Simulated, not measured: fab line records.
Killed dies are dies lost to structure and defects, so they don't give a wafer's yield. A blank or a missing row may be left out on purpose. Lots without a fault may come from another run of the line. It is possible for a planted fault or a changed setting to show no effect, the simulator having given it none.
Chamber matching | flow sky130 | cmp-01 running SKY_LI_CONTACT_CMP_02: 4 sister chambers
The step polishes PSG. 14 wafers are shown with their chamber, then 7 later ones without.

== WAFERS WITH THEIR CHAMBER ==
wafer  | chamber | motorCurrentA (A) | timeToEndpointS (s) | slurryFilterDpKPa (kPa)
L707.1 | 3       | 11.1              | 34.0                | 13.63
L707.5 | 1       | 13.1              | 34.2                | 13.51
L707.6 | 0       | 10.0              | 35.1                | 13.60
L716.2 | 3       | 11.0              | 33.9                | 13.38
L716.5 | 0       | 9.2               | 33.3                | 13.25
L716.6 | 1       | 12.5              | 31.6                | 13.37
L718.2 | 1       | 12.3              | 34.0                | 13.73
L718.4 | 3       | 10.8              | 34.2                | 13.54
L718.6 | 3       | 11.2              | 33.9                | 13.46
L723.3 | 1       | 13.5              | 32.2                | 13.43
L723.4 | 2       | 10.4              | 30.3                | 13.27
L723.6 | 3       | 10.6              | 31.2                | 13.53
L722.2 | 3       | 11.2              | 29.1                | 13.45
L722.4 | 1       | 12.8              | 31.6                | 13.45

SIGNATURES (means of the wafers above)
reading           | chamber 0 | chamber 1 | chamber 2 | chamber 3 | scatter within a chamber
motorCurrentA     | 9.600     | 12.840    | 10.400    | 10.983    | 0.39
timeToEndpointS   | 34.200    | 32.720    | 30.300    | 32.717    | 1.74
slurryFilterDpKPa | 13.4250   | 13.4980   | 13.2700   | 13.4983   | 0.133
Rule: a wafer's distance from a chamber is the root of the sum, over the readings, of the square of ((its reading less the chamber's mean) divided by the reading's scatter). If the next closest chamber is less than 2 further off than the closest, the wafer can't be placed; otherwise it belongs to the closest. The scatter is the square root of a quotient: the sum, over the shown wafers, of each reading's squared deviation from its chamber's mean, divided by wafers minus chambers.

== WAFERS MISSING THEIR CHAMBER ==
wafer  | motorCurrentA (A) | timeToEndpointS (s) | slurryFilterDpKPa (kPa)
L722.6 | 12.4              | 39.9                | 13.60
L724.4 | 9.3               | 33.2                | 13.60
L724.5 | 11.0              | 39.1                | 13.50
L724.6 | 11.4              | 41.0                | 13.59
L728.1 | 11.5              | 32.3                | 13.49
L728.3 | 9.5               | 34.3                | 13.38
L728.5 | 9.8               | 36.2                | 13.69

== CHAMBER TAKEN BY EACH ==
wafer  | from the rows above          | in truth
L722.6 | can't be placed: 1 or 3      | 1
L724.4 | 0                            | 0
L724.5 | can't be placed: 3 or 0 or 2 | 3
L724.6 | can't be placed: 3 or 1 or 0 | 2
L728.1 | 3                            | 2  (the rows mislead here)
L728.3 | 0                            | 0
L728.5 | can't be placed: 0 or 3      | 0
Correct placement for 2 of the 7. Can't be placed from these rows: 4 (the true chamber is among the candidates in 3). Wrongly placed: 1.
